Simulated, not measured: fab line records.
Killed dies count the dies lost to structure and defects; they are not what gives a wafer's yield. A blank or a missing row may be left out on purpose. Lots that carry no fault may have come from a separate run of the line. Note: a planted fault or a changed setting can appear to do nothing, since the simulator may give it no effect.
A lot that was struck, set against a sound lot :: flow sky130 :: 43 steps out of a route of 708
Sound: wafers L767.3, L767.4, L767.5. The struck wafers were L775.1, L775.2, L775.5. At the end, the cause is stated.
For every step that has rows: the tool of each side, followed by ch and its chambers, followed by its first start. Under that, the readings that differ: sound wafers :: struck wafers :: difference of the means :: sigmas: that difference in standard deviations of wafers without a fault.
alike: readings with means less than 2 such deviations apart, plus words and numbers identical on both sides. not compared: withheld readings, readings lacking a value on some wafer, bounds such as >300 that could conceal the same value, and numbers that have no deviation in the record and whose values overlap.
Wherever a step has rows on one side only, a row that says differs or no value, or a row with sigmas, the two part there. Numbers that don't overlap but have no deviation are shown without sigmas and don't part them. A reading that every wafer of one side lacks parts them only if that side has two wafers or more.

first, 8 steps without rows for these wafers: SKY_DNWELL_DEHYDRATE_00 (time 60 s); SKY_DNWELL_HMDS_01 (prime time 60 s); SKY_DNWELL_COAT_02 (resist thk 3000 nm); SKY_DNWELL_SOFTBAKE_03; SKY_DNWELL_EXPOSE_04 (exposes mask DNM, target cd 3000 nm); SKY_DNWELL_PEB_05; SKY_DNWELL_DEVELOP_06 (develop time 60 s); SKY_DNWELL_IMPLANT_07.
SKY_DNWELL_STRIP_08: strips in O2/N2.
  sound on plasma_asher-03 ch 0,1, day 4 16:16; struck on plasma_asher-02 ch 0,1, day 6 12:19
  alike: chamber_pressure_mTorr, drypump_motor_current_A, n2_flow_sccm, oes_product_au, strip_time_to_endpoint_s
  not compared: rf_hours_counter_h
SKY_DNWELL_TW_MEAS_09:
  struck on film_metro-04, day 6 12:25; sound on film_metro-01, day 4 16:22
reading: DNWELL_TW
sound: 1096 1094 1100
struck: 1127 1121 1125
difference: +28
sigmas: +2
then, 2 steps without rows for these wafers: SKY_PWDE_DEHYDRATE_00 (time 60 s); SKY_PWDE_HMDS_01 (prime time 60 s).
SKY_PWDE_COAT_02: resist thk 3000 nm.
  struck on litho_track-01, day 6 21:04; sound on litho_track-04 ch 0, day 5 00:16
  no value came back on the struck wafers for chill_plate_temp_C (C), dispense_pressure_kPa (kPa); on the sound wafers chill_plate_temp_C (C) reads 23.12 22.91 22.95
then, 4 steps without rows for these wafers: SKY_PWDE_SOFTBAKE_03; SKY_PWDE_EXPOSE_04 (exposes mask PWDEM, target cd 840 nm); SKY_PWDE_PEB_05; SKY_PWDE_DEVELOP_06 (develop time 60 s).
SKY_PWDE_OVL_MEAS_07:
  struck on overlay-01, day 7 07:45; sound on overlay-01, day 5 09:49
reading: PWDE_OVL (nm)
sound: -1.1 0.5 0.4
struck: - - -
difference: no value on the struck wafers
sigmas: 
after that, 1 step had no rows for these wafers: SKY_PWDE_IMPLANT_08.
SKY_PWDE_STRIP_09: strips in O2/N2.
  sound on plasma_asher-01 ch 0,1, day 5 10:02; struck on plasma_asher-03 ch 0,1, day 7 07:56
  no value came back on the struck wafers for oes_product_au (a.u.), strip_time_to_endpoint_s (s); on the sound wafers oes_product_au (a.u.) reads 0.715 0.722 0.720
  alike: chamber_pressure_mTorr, drypump_motor_current_A, n2_flow_sccm
  not compared: rf_hours_counter_h
SKY_PWDE_TW_MEAS_10:
  struck on film_metro-01, day 7 08:02; sound on film_metro-04, day 5 10:07
  alike: PWDE_TW
then, 7 steps without rows for these wafers: SKY_NWELL_DEHYDRATE_03 (time 60 s); SKY_NWELL_HMDS_04 (prime time 60 s); SKY_NWELL_COAT_05 (resist thk 3000 nm); SKY_NWELL_SOFTBAKE_06; SKY_NWELL_EXPOSE_07 (exposes mask NWM, target cd 840 nm); SKY_NWELL_PEB_08; SKY_NWELL_DEVELOP_09 (develop time 60 s).
SKY_NWELL_OVL_MEAS_10:
  struck on overlay-01, day 8 03:59; sound on overlay-02, day 6 04:26
  alike: NWELL_00_OVL
then, 3 steps without rows for these wafers: SKY_NWELL_IMPLANT_11; SKY_NWELL_IMPLANT_12; SKY_NWELL_IMPLANT_13.
SKY_NWELL_STRIP_14: strips in O2/N2.
  sound on plasma_asher-04 ch 0,1, day 6 04:56; struck on plasma_asher-03 ch 0,1, day 8 04:29
reading: n2_flow_sccm (sccm)
sound: 299.2 302.0 300.2
struck: 297.0 299.7 299.3
difference: -1.8
sigmas: -2
  alike: chamber_pressure_mTorr, drypump_motor_current_A, oes_product_au, strip_time_to_endpoint_s
  not compared: rf_hours_counter_h
SKY_NWELL_TW_MEAS_15:
  struck on film_metro-04, day 8 04:35; sound on film_metro-04, day 6 05:02
  alike: NWELL_TW
then, 7 steps without rows for these wafers: SKY_NWELL_DEHYDRATE_16 (time 60 s); SKY_NWELL_HMDS_17 (prime time 60 s); SKY_NWELL_COAT_18 (resist thk 3000 nm); SKY_NWELL_SOFTBAKE_19; SKY_NWELL_EXPOSE_20 (exposes mask NWM COMPLEMENT, target cd 840 nm); SKY_NWELL_PEB_21; SKY_NWELL_DEVELOP_22 (develop time 60 s).
SKY_NWELL_OVL_MEAS_23:
  struck on overlay-01, day 9 00:41; sound on overlay-01, day 6 23:40
  alike: NWELL_01_OVL
SKY_NWELL_TW_MEAS_26:
  struck on film_metro-01, day 9 00:59; sound on film_metro-02, day 6 23:58
reading: NWELL_2_TW
sound: 502 506 503
struck: 544 544 543
difference: +40
sigmas: +8

## WHERE THEY PART
Last at SKY_NWELL_TW_MEAS_26 as far as this record goes, first at SKY_DNWELL_TW_MEAS_09.

WHY: the cause the simulator had injected
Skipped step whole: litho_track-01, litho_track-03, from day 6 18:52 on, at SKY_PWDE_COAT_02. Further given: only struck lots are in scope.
